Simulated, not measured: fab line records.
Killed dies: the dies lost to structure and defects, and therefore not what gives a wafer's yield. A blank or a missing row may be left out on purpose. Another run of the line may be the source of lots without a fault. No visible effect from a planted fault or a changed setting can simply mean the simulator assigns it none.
Lot-split experiment | flow sky130 | 23 wafers read from 5 lots, route of 708 steps

== THE SPLIT ==
At SKY_GATE_OXIDE_IMPLANT_11, the setting dose_cm2 was moved away from the recipe's 2.6e+12 on 9 of the 23 wafers read, by +2.1% to +6.7%. All remaining wafers had this setting at the recipe value.

== FROM THE SPLIT TO THE READING: what the file shows between them, 2 steps ==
- SKY_GATE_OXIDE_WET_ETCH_12: etches SiO2 in dHF, target depth 16.8 nm, time 336 s
- SKY_GATE_OXIDE_STRIP_13: strips in O2/N2

== THE READING ==
GATE_OXIDE_TW, at SKY_GATE_OXIDE_TW_MEAS_14. Typical for fault-free wafers on this fab line: 223.1, with standard deviation 1.2.

wafer  | tool, chamber at the split | dose_cm2 as run | against the recipe | GATE_OXIDE_TW | against lot-mates on the recipe
L077.1 | implanter-01, 0            | 2.6e+12         | recipe             | 223.9         | -
L077.2 | implanter-01, 0            | 2.655e+12       | +2.1%              | 224.8         | +1.4
L077.3 | implanter-01, 0            | 2.6e+12         | recipe             | 223.3         | -
L077.5 | implanter-01, 0            | 2.6e+12         | recipe             | 223.0         | -
L077.6 | implanter-01, 0            | 2.655e+12       | +2.1%              | 225.0         | +1.6
L079.1 | implanter-03, 0            | 2.6e+12         | recipe             | 224.0         | -
L079.2 | implanter-03, 0            | 2.775e+12       | +6.7%              | 226.6         | +3.1
L079.3 | implanter-03, 0            | 2.6e+12         | recipe             | 223.6         | -
L079.4 | implanter-03, 0            | 2.775e+12       | +6.7%              | 227.1         | +3.6
L079.6 | implanter-03, 0            | 2.6e+12         | recipe             | 222.9         | -
L080.1 | implanter-04, 0            | 2.755e+12       | +6.0%              | 226.0         | +4.7
L080.2 | implanter-04, 0            | 2.6e+12         | recipe             | 220.5         | -
L080.4 | implanter-04, 0            | 2.6e+12         | recipe             | 222.2         | -
L080.5 | implanter-04, 0            | 2.755e+12       | +6.0%              | 224.2         | +2.8
L080.6 | implanter-04, 0            | 2.755e+12       | +6.0%              | 224.6         | +3.2
L084.1 | implanter-03, 0            | 2.712e+12       | +4.3%              | 225.3         | +2.6
L084.3 | implanter-03, 0            | 2.712e+12       | +4.3%              | 226.6         | +3.9
L084.4 | implanter-03, 0            | 2.6e+12         | recipe             | 222.3         | -
L084.5 | implanter-03, 0            | 2.6e+12         | recipe             | 223.9         | -
L084.6 | implanter-03, 0            | 2.6e+12         | recipe             | 222.0         | -
L085.3 | implanter-04, 0            | 2.6e+12         | recipe             | 225.3         | -
L085.4 | implanter-04, 0            | 2.6e+12         | recipe             | 224.5         | -
L085.5 | implanter-04, 0            | 2.6e+12         | recipe             | 225.1         | -

FIT RESULTS
A straight line over all 23 wafers: GATE_OXIDE_TW changes by +0.421 for each +1% of dose_cm2; r = +0.69; the points scatter about the line by 1.2.
The same after taking each lot's own level away (the mean of its wafers on the recipe; 23 wafers): +0.578 for each +1%; r = +0.92; scatter 0.67.
The reading moves by 3.9 for the largest change in dose_cm2, on that fit.
The span of the lots' own levels, 221.35 to 224.97, comes to 3.0 times the standard deviation stated above.
So the lot-to-lot level blurs the effect unless lot-mates are compared.
Check: for one of the wafers moved furthest among these (+6.7%), held out of the fit, the line's prediction against its lot-mates is +4.15. It came out at +3.1 against them.

== OTHER SPLITS APPLIED TO THESE WAFERS ==
Note: prior to the reading, these wafers also went through further splits. Each is held against what the fit with the lots' levels taken away leaves over:
other split on the same wafers             | wafers away from the commonest value | r with GATE_OXIDE_TW (lot level and that fit taken away)
SKY_VT_ADJUST_LVTN_DEVELOP_17 dev_temp_c   | 9                                    | -0.04
SKY_VT_ADJUST_NCORE_DEVELOP_06 dev_temp_c  | 11                                   | +0.30
SKY_VT_ADJUST_HVTR_STRIP_10 power_w        | 8                                    | +0.13
SKY_VT_ADJUST_PCH_IMPLANT_08 energy_kev    | 10                                   | +0.04
SKY_SONOS_TUNNEL_DEVELOP_06 develop_time_s | 8                                    | -0.25
SKY_SONOS_ONO_OXIDATION_00 temp_c          | 15                                   | -0.07
SKY_SONOS_ONO_CVD_02 time_s                | 15                                   | +0.21
SKY_SONOS_ONO_DEVELOP_12 dev_temp_c        | 10                                   | -0.34

== THE FILE'S OWN FIT ==
GATE_OXIDE_TW changes by +0.588 for each +1% of dose_cm2, r = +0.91.
